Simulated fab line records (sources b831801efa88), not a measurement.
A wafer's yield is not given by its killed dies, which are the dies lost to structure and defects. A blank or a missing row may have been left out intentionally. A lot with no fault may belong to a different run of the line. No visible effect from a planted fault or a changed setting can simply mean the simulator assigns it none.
Matching of chambers	flow sky130	rieDiel-04 running SKY_METAL3_ETCH_17: 4 sister chambers
The step etches SiO2 in C4F8/O2/Ar, stops on TiN, time 3.9 s, target depth 15 nm. 8 wafers are shown with their chamber, then 10 later ones without.

## EACH WAFER AND ITS CHAMBER
wafer	chamber	oesProductAu (a.u.)
L074.2	1	0.743
L083.4	2	0.761
L083.6	3	0.755
L084.4	3	0.752
L084.5	0	0.771
L084.6	1	0.759
L088.3	2	0.762
L088.5	0	0.758

## WAFERS WHOSE CHAMBER IS MISSING
wafer	oesProductAu (a.u.)
L088.6	0.759
L091.2	0.749
L091.3	0.756
L091.5	0.758
L092.1	0.763
L092.2	0.747
L092.6	0.754
L097.3	0.757
L097.4	0.765
L097.5	0.771

## CHAMBER TAKEN BY EACH
wafer	from the rows above	in truth
L088.6	can't be placed: 2 or 0 or 3 or 1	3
L091.2	can't be placed: 1 or 3 or 2 or 0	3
L091.3	can't be placed: 3 or 1 or 2 or 0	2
L091.5	can't be placed: 2 or 3 or 0 or 1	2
L092.1	can't be placed: 0 or 2 or 3 or 1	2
L092.2	can't be placed: 1 or 3 or 2 or 0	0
L092.6	can't be placed: 3 or 1 or 2 or 0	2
L097.3	can't be placed: 3 or 2 or 1 or 0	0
L097.4	can't be placed: 0 or 2 or 3 or 1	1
L097.5	can't be placed: 0 or 2 or 3 or 1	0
Placed correctly: 0 of 10. Unplaceable from these rows: 10, with the true chamber sitting among the candidates in 10. Wrongly placed: 0.
How it was worked out, from the rows above alone: a wafer's distance from a chamber is the root of the sum, over the readings, of the square of ((its reading less the chamber's mean) divided by the reading's scatter). The wafer belongs to the nearest chamber; if the next one is less than 2 further off, it can't be placed. For every chamber, the mean is computed from those of its wafers that are shown. The scatter: take each reading less its chamber's mean, square it, sum over the shown wafers, divide by the number of wafers less the number of chambers, and take the root.
